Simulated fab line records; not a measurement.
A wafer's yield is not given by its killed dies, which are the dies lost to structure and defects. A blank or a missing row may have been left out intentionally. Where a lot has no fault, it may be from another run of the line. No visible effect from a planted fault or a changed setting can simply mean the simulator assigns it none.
Code-filled problem report in 8D (eight disciplines) form + flow sky130 + the parts of the form that need people (team, actions taken, sign-off) are left out

1. THE ISSUE
Mean VIA2_HDPCVD_THK at SKY_VIA2_THK_MEAS_01: 1772 nm over 6 wafers in 2 lots; fault-free wafers: 1179 nm, standard deviation 12. Measured from the usual mean, that is +49 standard deviations.
The first sign was on wafer L401.1 at day 39 07:02, on film-metro-01. The record has a number at this step for 33 wafers belonging to 11 lots. By rule, "out" or "out of limits" means more than 4 standard deviations away from the usual mean. The other wafers with a number count as sound.

2. WHAT IT IS; WHAT IT IS NOT
| question                    | is                     | is not                                                                                       |
|-----------------------------|------------------------|----------------------------------------------------------------------------------------------|
| which readings at this step | VIA2_HDPCVD_THK        | -                                                                                            |
| which lots                  | L401, L402             | L389, L390, L391, L392, L408, L409, L410, L411, L412                                         |
| which wafers of those lots  | all that have a number | -                                                                                            |
| read on which gauges        | film-metro-01          | film-metro-03, film-metro-04                                                                 |
| when                        | from day 39 07:02      | up to then (12 sound wafers); but 15 sound wafers of L408, L409, L410, L411, L412 came after |

3. THE SUSPECTS, EACH WITH WHAT RULES IT OUT
Counting: a tool at a process step up to the reading stays a suspect if it ran every lot that is out and no sound lot after the first of them.
- the gauge at SKY_VIA2_THK_MEAS_01: ruled out. All the wafers that are out were read on film-metro-01, but those of them that SKY_VIA2_HDPCVD_00 has rows for are out there too, on other tools.
- hdpcvd-01 at SKY_VIA2_HDPCVD_00 (deposits SiO2, target thk 1180 nm, time 196.7 s): kept. It ran every lot that is out, first L401 (day 39 06:55), and no sound lot after that; its last sound lot up to then is L392 (day 36 10:27). Out on those wafers are its own readings of sih4-flow-sccm.
After counting, what remains is hdpcvd-01 at SKY_VIA2_HDPCVD_00.

4. THE CAUSE (what the simulator had put in)
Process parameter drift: hdpcvd-01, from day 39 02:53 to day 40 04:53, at SKY_VIA2_HDPCVD_00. Setting sih4-flow-sccm, moved by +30, from 60. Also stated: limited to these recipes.
Counting left only this tool.

5. SEQUENCE OF EFFECTS, ordered by route
Each row: a reading where the mean over the struck wafers with a number is more than 3 standard deviations away from the usual. Scope: only readings with a usual standard deviation given in the record; hours: median across lots of the time from each lot's start at the first step in this table that gives one to its start at this step; sigmas: change in usual standard deviations.
| hours | step                 | reading         | usual      | on struck wafers | change | sigmas      |
|-------|----------------------|-----------------|------------|------------------|--------|-------------|
| 0     | SKY_VIA2_HDPCVD_00   | sih4-flow-sccm  | 60.00 sccm | 90.05            | +30.05 | +99 or more |
| 0     | SKY_VIA2_THK_MEAS_01 | VIA2_HDPCVD_THK | 1179 nm    | 1772             | +593   | +49         |
Its process steps:
- SKY_VIA2_HDPCVD_00: deposits SiO2, target thk 1180 nm, time 196.7 s.
Later measuring or inspecting steps at which every struck wafer that the step has a row for has a number for every such reading, and none has moved that far: SKY_VIA2_BOW_MEAS_03, SKY_VIA2_OVL_MEAS_13.

6. WHAT WOULD HAVE CAUGHT IT SOONER
Counted from the fault's start at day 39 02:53, it took 4 hours until the first out-of-limits reading at a measuring or inspecting step in this record, taken at day 39 07:02.
The tool's own readings at SKY_VIA2_HDPCVD_00 were out on every struck wafer that the step has a row for (sih4-flow-sccm): an alarm limit on them would have fired on the first of those.
Lots out: 2; of these, L402 started SKY_VIA2_HDPCVD_00 on hdpcvd-01 after day 39 07:02. Putting the tool on hold at that point would have spared it.
